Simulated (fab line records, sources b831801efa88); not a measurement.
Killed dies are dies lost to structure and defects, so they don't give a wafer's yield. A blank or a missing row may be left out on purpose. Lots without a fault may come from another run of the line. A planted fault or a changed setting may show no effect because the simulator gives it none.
Which tool did it? | flow gf180mcu | 6 lots, 18 wafers sampled, at 2 steps of a route of 602

WHAT THE GAUGES READ, wafer by wafer
GF_HV_LDD_TW_MEAS_38.
lot  | measured     | on            | HV_LDD_3_TW
L232 | day 12 03:34 | film_metro-01 | 1430 1434 1429
L236 | day 13 13:24 | film_metro-03 | 1446 1448 1447
L239 | day 15 07:34 | film_metro-04 | 1459 1448 1453
L241 | day 15 22:49 | film_metro-01 | 1430 1428 1429
L246 | day 16 20:47 | film_metro-04 | 1473 1468 1461
L250 | day 18 04:16 | film_metro-01 | 1597 1596 1590 1589 1589 1594

WHICH TOOL RAN EACH LOT (tool, then ch and the chambers of the sampled wafers, then the start)
lot  | GF_HV_LDD_IMPLANT_34
L232 | implanter-04 ch 0, day 12 03:01
L236 | implanter-04 ch 0, day 13 12:49
L239 | implanter-04 ch 0, day 15 07:01
L241 | implanter-01 ch 0, day 15 22:16
L246 | implanter-04 ch 0, day 16 20:15
L250 | implanter-04 ch 0, day 18 03:43
- GF_HV_LDD_IMPLANT_34

THE ANSWER, worked out from the rows above alone
Rule: what is usual is taken from the lots themselves. Put in order of their means at a reading, lots are off if they are a third of the lots or fewer, leave a main group of 4 or more, and stand apart from it by a gap of 3 or more times the standard deviation of the main group's means; of several such gaps the widest counts. A main group whose means are all the same, to the digits that the tables above print for the reading, isn't used. A lot without any number at a reading at which 4 lots or more have one is off too. The other lots that the step has rows for count as sound.
Off: L250, at GF_HV_LDD_TW_MEAS_38 (HV_LDD_3_TW). The main group: mean 1446, standard deviation 14.
A tool fits if, at a process step before that reading, it ran every lot that is off, and no sound lot after the first of them. The gauges at GF_HV_LDD_TW_MEAS_38 are tried like those tools. Can't be told from this: 2 tools fit, implanter-04 at GF_HV_LDD_IMPLANT_34, film_metro-01 at GF_HV_LDD_TW_MEAS_38.

WHAT THE SIMULATOR HAD PUT IN
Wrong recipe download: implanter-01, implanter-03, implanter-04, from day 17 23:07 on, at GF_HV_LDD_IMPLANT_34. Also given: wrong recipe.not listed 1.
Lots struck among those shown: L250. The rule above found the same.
